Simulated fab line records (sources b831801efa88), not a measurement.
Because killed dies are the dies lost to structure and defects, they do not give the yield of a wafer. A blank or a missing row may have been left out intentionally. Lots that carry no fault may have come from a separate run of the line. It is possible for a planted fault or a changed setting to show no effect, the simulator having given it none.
Struck lot and sound lot, side by side + flow sfq-line + 14 steps out of a route of 325
Sound: these wafers, L389.3, L389.4, L389.6. Struck: wafers L394.2, L394.4, L394.6. The cause is given at the end.
Per side, at each step with rows, come the tool, then ch with its chambers, and then its first start. Under that, the readings that differ: sound wafers + struck wafers + difference of the means + sigmas: that difference in standard deviations of wafers without a fault.
alike: readings with means less than 2 such deviations apart, plus words and numbers identical on both sides. not compared: withheld readings, readings lacking a value on some wafer, bounds such as >300 that could conceal the same value, and numbers that have no deviation in the record and whose values overlap.
The two part at a step that has a row with sigmas, a row that says differs or no value, or rows on one side only. Numbers that don't overlap but have no deviation are shown without sigmas and don't part them. A reading missing from all wafers of one side parts the sides only when that side holds two or more wafers.

first, 1 step without rows for these wafers: SFQ_TRILAYER_JJ_CE_LITHO_DEVELOP_116 (time 60 s).
SFQ_JJ_OVL_MEAS_931:
  sound: overlay-01 at day 62 09:24; struck: overlay-01 at day 63 14:12
  alike: J5_OVL
SFQ_TRILAYER_JJ_CE_METRO_MEASURE_117:
  sound: cd-sem-02 at day 62 09:50; struck: cd-sem-01 at day 63 14:26
  alike: cd-nm
SFQ_TRILAYER_JJ_CE_BARC_OPEN_RIE_150: chemistry O2, target BARC, target depth 240 nm, time 80 s.
  sound on rie-metal-04 ch 0,1, day 62 10:40; struck on rie-metal-01 ch 0,1, day 63 15:26
  alike: drypump-motor-current-A, oes-product-au
  not compared: rf-hours-counter-h
SFQ_TRILAYER_JJ_CE_ETCH_RIE_118: chemistry SF6, target Nb, stops on Al2O3, time 97.7 s, target depth 170 nm.
  sound on rie-metal-04 ch 0,1, day 62 10:46; struck on rie-metal-01 ch 0,1, day 63 15:31
  alike: drypump-motor-current-A, oes-product-au
  not compared: rf-hours-counter-h
then, 1 step without rows for these wafers: SFQ_TRILAYER_JJ_ANODIZE_ANODIZE_119.
SFQ_TRILAYER_JJ_CE_STRIP_STRIP_120: strips in O2.
  sound on rie-metal-03 ch 0,1, day 62 11:34; struck on rie-metal-03 ch 0, day 63 16:10
  alike: drypump-motor-current-A, oes-product-au
  not compared: rf-hours-counter-h
then, 5 steps without rows for these wafers: SFQ_TRILAYER_JJ_CE_STRIP_SOLV_CLEAN_121 (cleans in NMP, time 600 s); SFQ_TRILAYER_M5_LITHO_COAT_128 (resist thk 62 nm); SFQ_TRILAYER_M5_LITHO_COAT_123 (resist thk 600 nm); SFQ_TRILAYER_M5_LITHO_SOFTBAKE_127; SFQ_TRILAYER_M5_LITHO_EXPOSE_124 (exposes mask M5, target cd 700 nm).
-- the record jumps here: 4 days lie between the struck wafers' starts before and after --
SFQ_TRILAYER_M5_LITHO_PEB_126: peb time 60 s.
  struck on litho-track-03, day 68 00:40; sound on litho-track-03 ch 0, day 66 21:29
  no value came back on the struck wafers for chill-plate-temp-C (C), exhaust-pa (Pa); on the sound wafers chill-plate-temp-C (C) reads 22.81 22.89 22.96
then, 1 step without rows for these wafers: SFQ_TRILAYER_M5_LITHO_DEVELOP_125 (time 60 s).

## WHERE THEY PART
Within this record, at SFQ_TRILAYER_M5_LITHO_PEB_126 only.

WHY: what the simulator had put in
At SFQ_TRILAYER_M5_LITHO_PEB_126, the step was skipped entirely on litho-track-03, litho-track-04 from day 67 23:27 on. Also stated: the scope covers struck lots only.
